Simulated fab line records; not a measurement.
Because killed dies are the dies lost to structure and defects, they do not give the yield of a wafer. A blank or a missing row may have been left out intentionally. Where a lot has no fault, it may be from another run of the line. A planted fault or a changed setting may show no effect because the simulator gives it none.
Matching of chambers	flow sky130	SKY_VIA3_CMP_24 on cmp-02 has 4 sister chambers
The step polishes, stops on SiO2, t overpolish 20 s, target thk 0 nm. 4 wafers are shown with their chamber, then 8 later ones without.

== WAFERS PAIRED WITH THEIR CHAMBERS ==
wafer	chamber	motor current A (A)
L474.4	2	11.2
L475.1	1	12.0
L475.3	0	12.1
L477.3	3	11.3

== WAFERS WITH NO CHAMBER GIVEN ==
wafer	motor current A (A)
L477.4	12.2
L477.6	10.6
L480.3	11.0
L480.5	11.5
L480.6	10.2
L481.2	10.4
L481.4	11.6
L481.6	10.4

== EACH ONE'S CHAMBER ==
wafer	from the rows above	in truth
L477.4	can't be placed: 0 or 1 or 3 or 2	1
L477.6	can't be placed: 2 or 3 or 1 or 0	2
L480.3	can't be placed: 2 or 3 or 1 or 0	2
L480.5	can't be placed: 3 or 2 or 1 or 0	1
L480.6	can't be placed: 2 or 3 or 1 or 0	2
L481.2	can't be placed: 2 or 3 or 1 or 0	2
L481.4	can't be placed: 3 or 1 or 2 or 0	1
L481.6	can't be placed: 2 or 3 or 1 or 0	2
Correct placement for 0 of the 8. Cannot be placed on the basis of these rows: 8; the candidates contain the true chamber in 8. Number placed wrongly: 0.
How it was worked out, from the rows above alone: a wafer's distance from a chamber is the root of the sum, over the readings, of the square of ((its reading less the chamber's mean) divided by the reading's scatter). If the next closest chamber is less than 2 further off than the closest, the wafer can't be placed; otherwise it belongs to the closest. The mean given for a chamber averages the wafers shown for that chamber. The scatter (one wafer shown for each chamber): square how far every hidden wafer sits from the nearest shown wafer, average those squares and take the square root.
